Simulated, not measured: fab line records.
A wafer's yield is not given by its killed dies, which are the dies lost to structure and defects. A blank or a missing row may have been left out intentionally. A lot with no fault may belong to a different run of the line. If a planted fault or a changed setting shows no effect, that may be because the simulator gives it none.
A struck lot beside a sound one    flow sky130    29 out of 708 route steps
Sound: these wafers, L556.3, L556.4, L556.5. Wafers struck: L548.1, L548.2, L548.3. The cause is named last.
Per side, at each step with rows, come the tool, then ch with its chambers, and then its first start. Under that, the readings that differ: sound wafers    struck wafers    difference of the means    sigmas: that difference in standard deviations of wafers without a fault.
alike: readings whose means differ by less than 2 such deviations, and words and numbers that are the same on both sides. not compared: withheld readings, readings that some wafer has no value for, bounds like >300 that may hide the same value, and numbers for which the record gives no deviation and whose values overlap.
The two part at a step that has a row with sigmas, a row that says differs or no value, or rows on one side only. When numbers do not overlap yet have no deviation, they are printed without sigmas and do not part them. A reading missing from all wafers of one side parts the sides only when that side holds two or more wafers.

first, 3 steps without rows for these wafers: SKY_METAL1_EXPOSE_12 (exposes mask MM1, target cd 140 nm); SKY_METAL1_PEB_13; SKY_METAL1_DEVELOP_14 (develop time 60 s).
SKY_METAL1_CD_MEAS_15 targets a cd of 140 nm.
  sound on cd-sem-02 at day 38 17:26; struck on cd-sem-01 at day 36 06:08
reading     sound              struck             difference  sigmas
cd-nm (nm)  141.6 140.6 141.7  137.9 138.7 138.7  -2.9        -2
SKY_METAL1_OVL_MEAS_16:
  sound on overlay-02 at day 38 17:31; struck on overlay-01 at day 36 06:16
  alike: METAL1_OVL
SKY_METAL1_DESCUM_17: chemistry O2, time 8 s.
  sound on rie-metal-01 ch 0,1, day 38 17:33; struck on rie-metal-01 ch 0,1, day 36 06:17
  alike: drypump-motor-current-A, oes-product-au
  not compared: rf-hours-counter-h
SKY_METAL1_ETCH_18: etches BARC in N2/H2, stops on SiO2, time 45.9 s, target depth 60 nm.
  sound on rie-metal-01 ch 0,1, day 38 17:35; struck on rie-metal-01 ch 0,1, day 36 06:19
reading                sound              struck             difference  sigmas
oes-product-au (a.u.)  0.858 0.866 0.855  0.848 0.854 0.847  -0.010      -2
  alike: drypump-motor-current-A, throttle-valve-pct
  not compared: rf-hours-counter-h
then, 5 steps without rows for these wafers: SKY_METAL1_METAL_ETCH_19 (etches the open film in Cl2/BCl3, stops on SiO2, target depth 360 nm, time 78 s); SKY_METAL1_STRIP_20 (strips in O2/N2); SKY_METAL1_STRIP_21 (strips in post etch residue remover, time 1200 s); SKY_METAL1_CLEAN_22 (cleans in IPA, time 180 s); SKY_METAL1_CLEAN_23 (cleans in O3/DIW).
SKY_VIA1_HDPCVD_00: deposits SiO2, target thk 1030 nm, time 171.7 s.
  sound on hdpcvd-01 ch 0,1,2, day 38 18:21; struck on hdpcvd-01 ch 0,1,2, day 36 07:04
  no value came back on the struck wafers for pressure-mtorr (mTorr), run-length-s (s); on the sound wafers pressure-mtorr (mTorr) reads 5.993 6.017 6.004
SKY_VIA1_CMP_02: polishes SiO2.
  sound on cmp-01 ch 1,2, day 38 18:32; struck on cmp-01 ch 0,1,3, day 36 07:14
  alike: motor-current-A
SKY_VIA1_BOW_MEAS_03:
  sound on film-metro-03 at day 38 18:52; struck on film-metro-02 at day 36 07:32
  alike: VIA1_BOW
then, 8 steps without rows for these wafers: SKY_VIA1_DEHYDRATE_04 (time 60 s); SKY_VIA1_HMDS_05 (prime time 60 s); SKY_VIA1_COAT_06 (resist thk 60 nm); SKY_VIA1_COAT_07 (resist thk 450 nm); SKY_VIA1_SOFTBAKE_08 (time 90 s); SKY_VIA1_EXPOSE_09 (exposes mask VIM, target cd 150 nm); SKY_VIA1_PEB_10; SKY_VIA1_DEVELOP_11 (develop time 60 s).
SKY_VIA1_CD_MEAS_12 targets a cd of 150 nm.
  sound on cd-sem-02 at day 39 20:08; struck on cd-sem-02 at day 37 06:38
  alike: cd-nm
SKY_VIA1_OVL_MEAS_13:
  sound on overlay-02 at day 39 20:13; struck on overlay-02 at day 37 06:46
reading        sound        struck  difference  sigmas
VIA1_OVL (nm)  -11 -14 -15  3 -1 2  +15         +2
SKY_VIA1_ETCH_14: etches BARC in N2/H2, stops on SiO2, time 45.9 s, target depth 60 nm.
  sound on rie-diel-01 ch 0,2, day 39 20:15; struck on rie-diel-04 ch 0,1,2, day 37 06:48
  alike: drypump-motor-current-A, oes-product-au, throttle-valve-pct
  not compared: rf-hours-counter-h
SKY_VIA1_ETCH_15: etches SiO2 in C4F8/O2/Ar, stops on TiN, target depth 351 nm, time 54 s.
  sound on rie-diel-01 ch 0,2, day 39 20:17; struck on rie-diel-04 ch 0,1,2, day 37 06:50
reading                   sound              struck             difference  sigmas
oes-product-au (a.u.)     0.982 0.976 0.987  0.384 0.374 0.373  -0.605      -99 or more
model.etch.depth-nm (nm)  345.7 344.8 344.8  0 0 0              -345        
SKY_VIA1_STRIP_16: strips in O2/N2.
  sound on plasma-asher-01 ch 0,1, day 39 20:22; struck on plasma-asher-01 ch 0,1, day 37 06:53
  alike: drypump-motor-current-A, oes-product-au, strip-time-to-endpoint-s
  not compared: rf-hours-counter-h
-- the record jumps here: 11 days lie between the struck wafers' starts before and after (it left off in module VIA1 and takes up again in module PAD_OPEN, whose first step shown is number 708 of the route) --
SKY_PAD_OPEN_PROBE_99:
  sound on prober-01 at day 50 04:28; struck on prober-02 at day 48 08:19
reading                   sound           struck          difference  sigmas
defect-limited-yield (%)  85.4 85.8 81.3  0 0 0           -84         -47
killed_at_M0_to_M3        33 30 51        485 485 480     +445        +69
killed-at-contacts        15 19 21        5 3 5           -14         -3
killed-at-front-end       24 17 17        2 4 6           -15         -3
killed-dies               72 70 92        492 492 492     +414        +47
killed-on-rim             16 12 16        96 96 96        +81         +22
killed-open               42 38 49        6 9 10          -35         -5
killed-short              30 32 43        7 10 8          -27         -4
sort_bin_3_pad_short (%)  0.8 1.0 2.0     22.0 25.2 25.2  +22.9       +52
sort_bin_5_function (%)   10.2 8.5 11.0   75.4 71.5 72.8  +63.3       +45
sort-n-pass               420 422 400     0 0 0           -414        -47
sort-yield-pct (%)        85.4 85.8 81.3  0 0 0           -84         -47
  alike: killed_at_M4_up, killed-at-other, sort_bin_6_memory

WHERE THEY PART
First at SKY_METAL1_CD_MEAS_15; last, within this record, at SKY_PAD_OPEN_PROBE_99.

WHY: whatever the simulator had introduced
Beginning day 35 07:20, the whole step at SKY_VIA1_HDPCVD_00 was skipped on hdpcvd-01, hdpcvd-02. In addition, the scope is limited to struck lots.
